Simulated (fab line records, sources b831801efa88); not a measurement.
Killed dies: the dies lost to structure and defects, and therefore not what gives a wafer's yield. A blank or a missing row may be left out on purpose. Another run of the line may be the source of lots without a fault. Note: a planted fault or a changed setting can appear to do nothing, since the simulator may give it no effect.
Which tool was responsible? | flow gf180mcu | 14 lots, 42 wafers sampled, at 4 steps of a route of 602

== WHAT THE GAUGES SHOWED, per wafer ==
GF_V5_THK_MEAS_25: measures by xrf.
lot  | measured     | on            | V5_W_THK (nm)
L295 | day 27 06:47 | film-metro-03 | 345 334 349
L296 | day 27 16:10 | film-metro-01 | 351 341 347
L298 | day 28 10:16 | film-metro-03 | 350 343 351
L299 | day 28 14:44 | film-metro-01 | 355 344 357
L300 | day 28 23:22 | film-metro-01 | 350 353 356
L301 | day 29 01:21 | film-metro-01 | 354 350 355
L307 | day 30 22:29 | film-metro-01 | 353 362 357
L308 | day 31 04:14 | film-metro-03 | 352 351 346
L309 | day 31 07:55 | film-metro-04 | 356 353 355
L310 | day 31 13:10 | film-metro-01 | 350 352 341
L311 | day 31 23:29 | film-metro-03 | 339 354 340
L315 | day 32 22:14 | film-metro-01 | 350 364 361
L317 | day 33 09:25 | film-metro-01 | 357 342 350
L318 | day 33 13:31 | film-metro-03 | 344 350 345

GF_TOP_METAL_RS_MEAS_05: measures by four-point-probe.
lot  | measured     | on            | TOP_METAL_ALCU_RS (ohm/sq)
L295 | day 27 07:22 | film-metro-02 | 0.0322 0.0317 0.0322
L296 | day 27 16:45 | film-metro-01 | 0.0328 0.0328 0.0331
L298 | day 28 10:52 | film-metro-03 | 0.0325 0.0322 0.0325
L299 | day 28 15:19 | film-metro-01 | 0.0327 0.0327 0.0325
L300 | day 28 23:57 | film-metro-03 | 0.0328 0.0330 0.0331
L301 | day 29 01:56 | film-metro-02 | 0.0328 0.0328 0.0327
L307 | day 30 23:05 | film-metro-03 | 0.0337 0.0330 0.0337
L308 | day 31 04:58 | film-metro-03 | 0.0326 0.0326 0.0322
L309 | day 31 08:30 | film-metro-02 | 0.0333 0.0330 0.0332
L310 | day 31 13:44 | film-metro-01 | 0.0328 0.0339 0.0328
L311 | day 32 00:05 | film-metro-03 | 0.0332 0.0332 0.0334
L315 | day 32 22:50 | film-metro-03 | 0.0320 0.0323 0.0325
L317 | day 33 10:00 | film-metro-02 | 0.0325 0.0326 0.0323
L318 | day 33 14:12 | film-metro-02 | 0.0328 0.0328 0.0328

== EACH LOT AND THE TOOL THAT RAN IT (in order: tool; ch and the chambers of the sampled wafers; start) ==
lot  | GF_STI_ETCH_13                    | GF_TOP_METAL_SPUTTER_00
L295 | rie-diel-03 ch 0,1,3, day 2 02:31 | pvd-sputter-03, day 27 07:08
L296 | rie-diel-02 ch 0,2,3, day 2 07:55 | pvd-sputter-03, day 27 16:31
L298 | rie-diel-03 ch 0,2,3, day 2 18:17 | pvd-sputter-03, day 28 10:37
L299 | rie-diel-01 ch 0,1,3, day 2 22:23 | pvd-sputter-04, day 28 15:05
L300 | rie-diel-01 ch 0,1,2, day 3 03:13 | pvd-sputter-03, day 28 23:43
L301 | rie-diel-01 ch 0,2,3, day 3 08:31 | pvd-sputter-03, day 29 01:43
L307 | rie-diel-01 ch 0,1,3, day 4 14:31 | pvd-sputter-04, day 30 22:50
L308 | rie-diel-03 ch 0,1,2, day 4 20:28 | pvd-sputter-04, day 31 04:43
L309 | rie-diel-03 ch 0,1,3, day 5 02:32 | pvd-sputter-04, day 31 08:17
L310 | rie-diel-03 ch 0,1, day 5 06:53   | pvd-sputter-04, day 31 13:31
L311 | rie-diel-02 ch 0,1,3, day 5 11:52 | pvd-sputter-04, day 31 23:50
L315 | rie-diel-03 ch 1,3, day 6 07:52   | pvd-sputter-02, day 32 22:35
L317 | rie-diel-03 ch 0,1,3, day 6 19:22 | pvd-sputter-04, day 33 09:47
L318 | rie-diel-01 ch 1,2,3, day 7 00:17 | pvd-sputter-03, day 33 13:59
- GF_STI_ETCH_13: etches the open film in CHF3/O2, stops on Si, target depth 282.31 nm, time 112.9 s.
- GF_TOP_METAL_SPUTTER_00: material Ti, target thk 37.5 nm, time 150 s.

== AS READ BY THE TOOLS THEMSELVES (means over the sampled wafers that have a number; for cases with no such wafer, the mark the record gives instead) ==
GF_STI_ETCH_13.
lot  | tool        | chf3-flow-sccm (sccm) | drypump-motor-current-A (A) | oes-product-au (a.u.) | throttle-valve-pct (%)
L295 | rie-diel-03 | 50.03                 | 5.6                         | 0.803                 | 8.806
L296 | rie-diel-02 | 50.08                 | 5.8                         | 0.796                 | 8.797
L298 | rie-diel-03 | 50.11                 | 5.6                         | 0.803                 | 8.800
L299 | rie-diel-01 | 50.04                 | 5.9                         | 0.814                 | 8.816
L300 | rie-diel-01 | 50.19                 | 5.7                         | 0.797                 | 8.808
L301 | rie-diel-01 | 50.11                 | 5.8                         | 0.805                 | 8.796
L307 | rie-diel-01 | 49.95                 | 5.9                         | 0.804                 | 8.800
L308 | rie-diel-03 | 50.08                 | 5.4                         | 0.806                 | 8.792
L309 | rie-diel-03 | 49.91                 | 5.6                         | 0.802                 | 8.795
L310 | rie-diel-03 | 49.95                 | 5.6                         | 0.798                 | 8.802
L311 | rie-diel-02 | 50.01                 | 5.7                         | 0.805                 | 8.805
L315 | rie-diel-03 | 50.01                 | 5.7                         | 0.808                 | 8.806
L317 | rie-diel-03 | 49.98                 | 5.6                         | 0.807                 | 8.801
L318 | rie-diel-01 | 50.09                 | 5.5                         | 0.804                 | 8.808

GF_TOP_METAL_SPUTTER_00.
lot  | tool           | throttle-valve-pct (%)
L295 | pvd-sputter-03 | 31.1
L296 | pvd-sputter-03 | 31.4
L298 | pvd-sputter-03 | 30.9
L299 | pvd-sputter-04 | 28.8
L300 | pvd-sputter-03 | 31.6
L301 | pvd-sputter-03 | 29.5
L307 | pvd-sputter-04 | 31.8
L308 | pvd-sputter-04 | 29.6
L309 | pvd-sputter-04 | 29.3
L310 | pvd-sputter-04 | 29.4
L311 | pvd-sputter-04 | 30.7
L315 | pvd-sputter-02 | 28.6
L317 | pvd-sputter-04 | 29.5
L318 | pvd-sputter-03 | 30.7

== THE ANSWER, worked out from the rows above alone ==
Rule: what is usual is taken from the lots themselves. The widest of any qualifying gaps counts: lots, ordered by their means at a reading, are off when they make up no more than a third of the lots, leave a main group of 4 or more, and stand apart from it by 3 or more times the standard deviation of that group's means. If all means in a main group match to the digits the tables above print for the reading, that group is not used. Also off: a lot with no number at a reading for which 4 or more lots have one. All remaining lots with rows at the step are treated as sound. The gauges are gone through in route order, then the tools' own readings, and for those a lot's mean is taken as printed above. At the first step where some lot is off, the reading lying furthest off is the one used; lots without a number count as furthest.
No lot is off at any reading shown: from this, nothing can be told.

== WHAT THE SIMULATOR HAD INSERTED ==
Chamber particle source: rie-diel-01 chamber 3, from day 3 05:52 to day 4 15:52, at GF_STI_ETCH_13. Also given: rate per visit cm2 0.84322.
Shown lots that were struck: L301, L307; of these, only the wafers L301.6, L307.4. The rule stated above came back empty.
